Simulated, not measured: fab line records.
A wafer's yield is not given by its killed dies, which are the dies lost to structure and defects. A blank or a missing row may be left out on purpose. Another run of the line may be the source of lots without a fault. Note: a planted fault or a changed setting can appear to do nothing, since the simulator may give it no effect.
A single fault, viewed from 2 desks / flow sky130 / numbers are kept per desk, each desk with only its own; the story behind them comes last

DESK OF THE TOOL OWNER: rie-diel-04
The tool's own readings at SKY_PASSIVATION_ETCH_11 (etches the open film in CF4/O2, stops on AlCu, target depth 725 nm, time 161.1 s): means of the sampled wafers that have a number, for each lot that ran on this tool. The brackets show how far a lot's mean lies from the usual mean; more than 4 standard deviations puts the lot out of limits, marked OUT.
Columns: A = cf4-flow-sccm at SKY_PASSIVATION_ETCH_11, usual 80.01 sccm; B = drypump-motor-current-A at SKY_PASSIVATION_ETCH_11, usual 5.8 A; C = oes-product-au at SKY_PASSIVATION_ETCH_11, usual 0.977 a.u.; D = run-length-s at SKY_PASSIVATION_ETCH_11, usual 189.5 s; E = throttle-valve-pct at SKY_PASSIVATION_ETCH_11, usual 5.965 %
lot=L830; first seen here=day 44 15:22; A=79.93; B=5.6; C=0.976; D=189.3; E=5.973
lot=L834; first seen here=day 46 01:56; A=80.02; B=5.5; C=0.973; D=189.5; E=5.958
lot=L836; first seen here=day 46 07:19; A=79.82; B=5.5; C=0.927 (-6.3) OUT; D=205.9 (+38) OUT; E=5.948
lot=L837; first seen here=day 46 13:08; A=79.90; B=5.9; C=0.923 (-6.8) OUT; D=205.8 (+38) OUT; E=5.940
lot=L838; first seen here=day 46 18:13; A=80.02; B=5.6; C=0.921 (-7.1) OUT; D=205.8 (+38) OUT; E=5.948
This desk finds L836, L837, L838 out of limits, L836 being first, at day 46 07:19 (oes-product-au at SKY_PASSIVATION_ETCH_11). Within limits: L830, L834.

THE METROLOGY DESK
What the gauges read for every lot (on any tool): the sampled wafers with a number, averaged. The brackets show how far a lot's mean lies from the usual mean; more than 4 standard deviations puts the lot out of limits, marked OUT.
Columns: A = CAP2M_CVD_00_THK at SKY_CAP2M_THK_MEAS_01, usual 15.64 nm; B = PAD_OPEN_BOW at SKY_PAD_OPEN_BOW_MEAS_13, usual 44 um
lot=L830; first seen here=day 39 11:55; A=15.65; B=53
lot=L833; first seen here=day 40 13:09; A=15.95; B=42
lot=L834; first seen here=day 41 03:22; A=15.59; B=60
lot=L836; first seen here=day 41 09:34; A=15.67; B=39
lot=L837; first seen here=day 41 16:21; A=15.85; B=40
lot=L838; first seen here=day 41 23:06; A=15.62; B=45
lot=L846; first seen here=day 44 07:29; A=15.98; B=47
lot=L847; first seen here=day 44 13:44; A=16.00; B=41
lot=L850; first seen here=day 45 05:40; A=15.43; B=27
lot=L852; first seen here=day 45 18:43; A=15.54; B=42
lot=L853; first seen here=day 46 01:24; A=15.68; B=53
This desk's finding: nothing out of limits on any of the 11 lots.

BROUGHT TOGETHER
At day 46 07:19, on L836, L837, L838, the tool owner's desk was in a position to raise an alarm.
From the metrology desk's view, nothing was out of limits.
The metrology desk has L836, L837, L838 on record, within its limits.
SKY_PASSIVATION_ETCH_11 was run on rie-diel-04 by each of the lots named.

WHAT THE SIMULATOR HAD INSERTED
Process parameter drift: rie-diel-04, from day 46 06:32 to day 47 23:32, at SKY_PASSIVATION_ETCH_11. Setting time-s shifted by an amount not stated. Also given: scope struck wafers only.
Struck lots among those shown: L836, L837, L838.
Each desk's first reading out of limits, in hours after the fault started: the tool owner's desk, 1.
